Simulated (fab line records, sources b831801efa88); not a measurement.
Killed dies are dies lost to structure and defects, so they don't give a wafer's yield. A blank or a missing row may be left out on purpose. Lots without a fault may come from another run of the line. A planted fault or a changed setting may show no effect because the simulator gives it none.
Which tool did it? | flow gf180mcu | 12 lots, 36 wafers sampled, at 4 steps of a route of 602

WHAT THE GAUGES READ, wafer by wafer
GF_VT_IMPLANT_TW_MEAS_32. Usual: VT_IMPLANT_3_TW 270.8, standard deviation 1.4.
lot  | measured     | on            | VT_IMPLANT_3_TW   | flag
L368 | day 6 23:36  | film_metro-02 | 271.3 270.7 269.8 |
L369 | day 7 03:01  | film_metro-01 | 271.6 269.4 269.2 |
L370 | day 7 09:04  | film_metro-04 | 271.7 271.7 269.6 |
L373 | day 8 04:08  | film_metro-02 | 269.5 268.1 270.5 |
L375 | day 8 17:22  | film_metro-02 | 270.1 268.8 271.2 |
L376 | day 9 02:47  | film_metro-02 | 334.0 331.6 334.3 | OFF
L377 | day 9 07:31  | film_metro-04 | 268.5 270.0 269.3 |
L379 | day 9 20:47  | film_metro-02 | 270.7 272.0 270.8 |
L380 | day 10 02:46 | film_metro-04 | 333.6 331.3 332.8 | OFF
L387 | day 12 04:56 | film_metro-04 | 334.4 332.9 332.2 | OFF
L389 | day 12 17:30 | film_metro-02 | 272.0 271.1 271.5 |
L390 | day 12 23:30 | film_metro-04 | 269.8 270.6 269.8 |

WHICH TOOL RAN EACH LOT (tool, then ch and the chambers of the sampled wafers, then the start)
lot  | GF_VT_IMPLANT_STRIP_09               | GF_VT_IMPLANT_STRIP_20               | GF_VT_IMPLANT_IMPLANT_30
L368 | plasma_asher-02 ch 0,1, day 5 17:01  | plasma_asher-02 ch 0,1, day 6 08:07  | implanter-01 ch 0, day 6 23:21
L369 | plasma_asher-03 ch 0, day 5 21:12    | plasma_asher-01 ch 0,1, day 6 11:40  | implanter-02 ch 0, day 7 02:46
L370 | plasma_asher-02 ch 0,1, day 6 02:31  | plasma_asher-03 ch 0,1, day 6 17:04  | implanter-02 ch 0, day 7 08:49
L373 | plasma_asher-01 ch 0,1, day 6 20:06  | plasma_asher-03 ch 0,1, day 7 12:04  | implanter-04 ch 0, day 8 03:53
L375 | plasma_asher-01 ch 0,1, day 7 09:18  | plasma_asher-01 ch 0,1, day 8 00:54  | implanter-02 ch 0, day 8 17:07
L376 | plasma_asher-03 ch 0,1, day 7 17:06  | plasma_asher-03 ch 0,1, day 8 09:36  | implanter-04 ch 0, day 9 02:13
L377 | plasma_asher-01 ch 0,1, day 7 22:10  | plasma_asher-03 ch 0,1, day 8 14:39  | implanter-04 ch 0, day 9 07:17
L379 | plasma_asher-02 ch 0,1, day 8 10:48  | plasma_asher-01 ch 0,1, day 9 03:41  | implanter-01 ch 0, day 9 20:35
L380 | plasma_asher-01 ch 0,1, day 8 16:37  | plasma_asher-02 ch 0,1, day 9 08:57  | implanter-04 ch 0, day 10 02:13
L387 | plasma_asher-03 ch 0,1, day 10 14:56 | plasma_asher-02 ch 0,1, day 11 09:03 | implanter-02 ch 0, day 12 04:24
L389 | plasma_asher-03 ch 0,1, day 11 03:15 | plasma_asher-02 ch 0,1, day 11 22:03 | implanter-04 ch 0, day 12 17:15
L390 | plasma_asher-03 ch 0,1, day 11 08:48 | plasma_asher-02 ch 0,1, day 12 03:46 | implanter-04 ch 0, day 12 23:15
- GF_VT_IMPLANT_STRIP_09: strips in O2/N2.
- GF_VT_IMPLANT_STRIP_20: strips in O2/N2.
- GF_VT_IMPLANT_IMPLANT_30

WHAT THE TOOLS THEMSELVES READ (means of the sampled wafers that have a number; where no wafer has one, the mark that the record gives instead)
GF_VT_IMPLANT_STRIP_09. Usual: drypump_motor_current_A 5.9 A, standard deviation 0.31; heater_power_w 328 W, standard deviation 24; oes_product_au 0.716 a.u., standard deviation 0.0044; strip_time_to_endpoint_s 12.64 s, standard deviation 0.032.
lot  | tool            | drypump_motor_current_A (A) | heater_power_w (W) | oes_product_au (a.u.) | strip_time_to_endpoint_s (s) | flag
L368 | plasma_asher-02 | 6.1                         | 329                | 0.718                 | 12.60                        |
L369 | plasma_asher-03 | 6.2                         | 377                | 0.717                 | 12.65                        |
L370 | plasma_asher-02 | 6.1                         | 328                | 0.711                 | 12.64                        |
L373 | plasma_asher-01 | 5.9                         | 319                | 0.716                 | 12.64                        |
L375 | plasma_asher-01 | 5.7                         | 311                | 0.715                 | 12.63                        |
L376 | plasma_asher-03 | 5.9                         | 356                | 0.714                 | 12.65                        |
L377 | plasma_asher-01 | 5.9                         | 321                | 0.720                 | 12.61                        |
L379 | plasma_asher-02 | 6.0                         | 324                | 0.717                 | 12.62                        |
L380 | plasma_asher-01 | 5.7                         | 315                | 0.716                 | 12.66                        |
L387 | plasma_asher-03 | 5.9                         | 359                | 0.721                 | 12.66                        |
L389 | plasma_asher-03 | 5.7                         | 335                | 0.713                 | 12.66                        |
L390 | plasma_asher-03 | 5.9                         | 356                | 0.718                 | 12.65                        |

GF_VT_IMPLANT_STRIP_20. Usual: drypump_motor_current_A 5.9 A, standard deviation 0.33; heater_power_w 331 W, standard deviation 23; oes_product_au 0.716 a.u., standard deviation 0.0047; strip_time_to_endpoint_s 12.63 s, standard deviation 0.032.
lot  | tool            | drypump_motor_current_A (A) | heater_power_w (W) | oes_product_au (a.u.) | strip_time_to_endpoint_s (s) | flag
L368 | plasma_asher-02 | 6.1                         | 331                | 0.715                 | 12.63                        |
L369 | plasma_asher-01 | 5.9                         | 322                | 0.715                 | 12.64                        |
L370 | plasma_asher-03 | 5.7                         | 336                | 0.719                 | 12.64                        |
L373 | plasma_asher-03 | 5.9                         | 359                | 0.717                 | 12.64                        |
L375 | plasma_asher-01 | 5.9                         | 318                | 0.719                 | 12.65                        |
L376 | plasma_asher-03 | 5.9                         | 352                | 0.715                 | 12.62                        |
L377 | plasma_asher-03 | 5.9                         | 354                | 0.717                 | 12.60                        |
L379 | plasma_asher-01 | 5.9                         | 325                | 0.719                 | 12.68                        |
L380 | plasma_asher-02 | 6.0                         | 329                | 0.719                 | 12.57                        |
L387 | plasma_asher-02 | 6.0                         | 329                | 0.716                 | 12.60                        |
L389 | plasma_asher-02 | 6.0                         | 323                | 0.719                 | 12.65                        |
L390 | plasma_asher-02 | 6.1                         | 326                | 0.719                 | 12.64                        |

GF_VT_IMPLANT_IMPLANT_30. Usual: beam_on_s 10.03 s, standard deviation 0.2; end_station_pressure_torr 5.04e-06 Torr, standard deviation 2.6e-07.
lot  | tool         | beam_on_s (s) | end_station_pressure_torr (Torr) | flag
L368 | implanter-01 | 10.04         | 5.15e-06                         |
L369 | implanter-02 | 10.09         | 5.06e-06                         |
L370 | implanter-02 | 10.02         | 4.97e-06                         |
L373 | implanter-04 | 10.10         | 4.97e-06                         |
L375 | implanter-02 | 10.13         | 4.77e-06                         |
L376 | implanter-04 | 9.88          | 5.06e-06                         |
L377 | implanter-04 | 9.96          | 4.96e-06                         |
L379 | implanter-01 | 9.89          | 5.12e-06                         |
L380 | implanter-04 | 10.12         | 5.30e-06                         |
L387 | implanter-02 | 9.99          | 4.83e-06                         |
L389 | implanter-04 | 10.12         | 5.02e-06                         |
L390 | implanter-04 | 10.00         | 5.06e-06                         |

THE ANSWER, worked out from the rows above alone
Rule: a lot is off if the mean of its wafers that have a number lies more than 3 standard deviations from the usual mean. A lot without any number at a reading at which 4 lots or more have one is off too. The other lots that the step has rows for count as sound. The gauges are gone through in route order, then the tools' own readings, and for those a lot's mean is taken as printed above. The first step at which some lot is off is used, and at that step the reading that is off furthest; a lot without a number counts as furthest.
Off: L376, L380, L387, at GF_VT_IMPLANT_TW_MEAS_32 (VT_IMPLANT_3_TW).
A tool fits if, at a process step before that reading, it ran every lot that is off, and no sound lot after the first of them. The gauges at GF_VT_IMPLANT_TW_MEAS_32 are tried like those tools. None of those tried fits.

WHAT THE SIMULATOR HAD PUT IN
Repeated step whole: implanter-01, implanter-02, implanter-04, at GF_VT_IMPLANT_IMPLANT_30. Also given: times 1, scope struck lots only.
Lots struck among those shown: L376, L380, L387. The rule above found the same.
